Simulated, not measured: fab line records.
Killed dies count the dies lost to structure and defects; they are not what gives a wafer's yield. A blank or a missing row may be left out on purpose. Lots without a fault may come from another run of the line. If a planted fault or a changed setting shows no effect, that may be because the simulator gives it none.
Which of the tools did it? / flow sky130 / Sampling: 12 lots, 36 wafers, 3 of 708 route steps

== WHAT EACH GAUGE READ, for each wafer ==
SKY_METAL5_THK_MEAS_06: measures by xrf.
lot=L724; measured=day 43 04:41; on=film-metro-01; METAL5_ALCU_THK (nm)=1129 1153 1127
lot=L725; measured=day 43 11:24; on=film-metro-01; METAL5_ALCU_THK (nm)=1125 1120 1121
lot=L727; measured=day 44 05:08; on=film-metro-02; METAL5_ALCU_THK (nm)=1157 1174 1170
lot=L728; measured=day 44 10:24; on=film-metro-03; METAL5_ALCU_THK (nm)=1147 1142 1150
lot=L730; measured=day 45 01:20; on=film-metro-02; METAL5_ALCU_THK (nm)=1169 1157 1171
lot=L731; measured=day 45 06:06; on=film-metro-03; METAL5_ALCU_THK (nm)=1142 1119 1147
lot=L732; measured=day 45 08:28; on=film-metro-02; METAL5_ALCU_THK (nm)=1149 1124 1144
lot=L733; measured=day 45 12:26; on=film-metro-03; METAL5_ALCU_THK (nm)=1146 1147 1153
lot=L740; measured=day 47 09:59; on=film-metro-03; METAL5_ALCU_THK (nm)=1147 1146 1147
lot=L742; measured=day 47 21:05; on=film-metro-03; METAL5_ALCU_THK (nm)=1149 1151 1126
lot=L743; measured=day 48 02:20; on=film-metro-03; METAL5_ALCU_THK (nm)=1169 1180 1184
lot=L746; measured=day 49 01:22; on=film-metro-03; METAL5_ALCU_THK (nm)=1139 1146 1147

== EACH LOT AND THE TOOL THAT RAN IT (in order: tool; ch and the chambers of the sampled wafers; start) ==
lot=L724; SKY_CAP2M_CVD_00=pecvd-02 ch 1,2, day 40 02:11; SKY_VIA4_ETCH_12=rie-diel-01 ch 1,2,3, day 43 03:01
lot=L725; SKY_CAP2M_CVD_00=pecvd-02 ch 0,2, day 40 07:49; SKY_VIA4_ETCH_12=rie-diel-02 ch 0,3, day 43 09:43
lot=L727; SKY_CAP2M_CVD_00=pecvd-01 ch 1,2, day 41 04:05; SKY_VIA4_ETCH_12=rie-diel-04 ch 0,3, day 44 03:28
lot=L728; SKY_CAP2M_CVD_00=pecvd-02 ch 0,1, day 41 08:09; SKY_VIA4_ETCH_12=rie-diel-02 ch 0,1,2, day 44 08:34
lot=L730; SKY_CAP2M_CVD_00=pecvd-03 ch 0,1,2, day 42 01:25; SKY_VIA4_ETCH_12=rie-diel-04 ch 1,2, day 44 23:40
lot=L731; SKY_CAP2M_CVD_00=pecvd-03 ch 0,1,2, day 42 06:34; SKY_VIA4_ETCH_12=rie-diel-02 ch 2,3, day 45 04:25
lot=L732; SKY_CAP2M_CVD_00=pecvd-02 ch 0,1,2, day 42 09:45; SKY_VIA4_ETCH_12=rie-diel-01 ch 0,1,2, day 45 06:49
lot=L733; SKY_CAP2M_CVD_00=pecvd-01 ch 0,2, day 42 14:04; SKY_VIA4_ETCH_12=rie-diel-04 ch 2,3, day 45 10:44
lot=L740; SKY_CAP2M_CVD_00=pecvd-02 ch 0,1,2, day 44 15:43; SKY_VIA4_ETCH_12=rie-diel-01 ch 1,2, day 47 08:20
lot=L742; SKY_CAP2M_CVD_00=pecvd-02 ch 0,1, day 45 03:41; SKY_VIA4_ETCH_12=rie-diel-04 ch 0,1,2, day 47 19:22
lot=L743; SKY_CAP2M_CVD_00=pecvd-01 ch 0,1,2, day 45 11:09; SKY_VIA4_ETCH_12=rie-diel-02 ch 0,2,3, day 48 00:40
lot=L746; SKY_CAP2M_CVD_00=pecvd-01 ch 0,2, day 46 11:59; SKY_VIA4_ETCH_12=rie-diel-02 ch 0,1,2, day 48 23:44
- SKY_CAP2M_CVD_00: deposits SiO2, target thk 15.5 nm.
- SKY_VIA4_ETCH_12: etches SiO2 in C4F8/O2/Ar, stops on TiN, target depth 580 nm.

== AS READ BY THE TOOLS THEMSELVES (means over the sampled wafers that have a number; for cases with no such wafer, the mark the record gives instead) ==
SKY_CAP2M_CVD_00.
lot=L724; tool=pecvd-02; heater-power-outer-w (W)=462; heater-power-w (W)=778; susceptor-temp-C (C)=399.94
lot=L725; tool=pecvd-02; heater-power-outer-w (W)=399; heater-power-w (W)=707; susceptor-temp-C (C)=400.20
lot=L727; tool=pecvd-01; heater-power-outer-w (W)=489; heater-power-w (W)=778; susceptor-temp-C (C)=399.85
lot=L728; tool=pecvd-02; heater-power-outer-w (W)=444; heater-power-w (W)=755; susceptor-temp-C (C)=399.79
lot=L730; tool=pecvd-03; heater-power-outer-w (W)=494; heater-power-w (W)=788; susceptor-temp-C (C)=400.21
lot=L731; tool=pecvd-03; heater-power-outer-w (W)=510; heater-power-w (W)=805; susceptor-temp-C (C)=400.03
lot=L732; tool=pecvd-02; heater-power-outer-w (W)=429; heater-power-w (W)=748; susceptor-temp-C (C)=399.96
lot=L733; tool=pecvd-01; heater-power-outer-w (W)=393; heater-power-w (W)=648; susceptor-temp-C (C)=399.78
lot=L740; tool=pecvd-02; heater-power-outer-w (W)=420; heater-power-w (W)=720; susceptor-temp-C (C)=400.06
lot=L742; tool=pecvd-02; heater-power-outer-w (W)=408; heater-power-w (W)=715; susceptor-temp-C (C)=399.78
lot=L743; tool=pecvd-01; heater-power-outer-w (W)=387; heater-power-w (W)=650; susceptor-temp-C (C)=400.04
lot=L746; tool=pecvd-01; heater-power-outer-w (W)=447; heater-power-w (W)=705; susceptor-temp-C (C)=400.10

SKY_VIA4_ETCH_12.
lot=L724; tool=rie-diel-01; oes-product-au (a.u.)=0.923
lot=L725; tool=rie-diel-02; oes-product-au (a.u.)=0.922
lot=L727; tool=rie-diel-04; oes-product-au (a.u.)=0.924
lot=L728; tool=rie-diel-02; oes-product-au (a.u.)=0.928
lot=L730; tool=rie-diel-04; oes-product-au (a.u.)=0.921
lot=L731; tool=rie-diel-02; oes-product-au (a.u.)=0.926
lot=L732; tool=rie-diel-01; oes-product-au (a.u.)=0.926
lot=L733; tool=rie-diel-04; oes-product-au (a.u.)=0.925
lot=L740; tool=rie-diel-01; oes-product-au (a.u.)=0.933
lot=L742; tool=rie-diel-04; oes-product-au (a.u.)=0.923
lot=L743; tool=rie-diel-02; oes-product-au (a.u.)=0.925
lot=L746; tool=rie-diel-02; oes-product-au (a.u.)=0.926

== THE ANSWER, worked out from the rows above alone ==
Rule: the usual values come from the lots themselves. The widest of any qualifying gaps counts: lots, ordered by their means at a reading, are off when they make up no more than a third of the lots, leave a main group of 4 or more, and stand apart from it by 3 or more times the standard deviation of that group's means. A main group whose means are all the same, to the digits that the tables above print for the reading, isn't used. Also off: a lot with no number at a reading for which 4 or more lots have one. The other lots that the step has rows for count as sound. First the gauges in route order, then the tools' own readings, where a lot's mean is used as printed above. The first step at which some lot is off is used, and at that step the reading that is off furthest; a lot without a number counts as furthest.
No lot is off at any reading shown: from this, nothing can be told.

== WHAT THE SIMULATOR PUT IN ==
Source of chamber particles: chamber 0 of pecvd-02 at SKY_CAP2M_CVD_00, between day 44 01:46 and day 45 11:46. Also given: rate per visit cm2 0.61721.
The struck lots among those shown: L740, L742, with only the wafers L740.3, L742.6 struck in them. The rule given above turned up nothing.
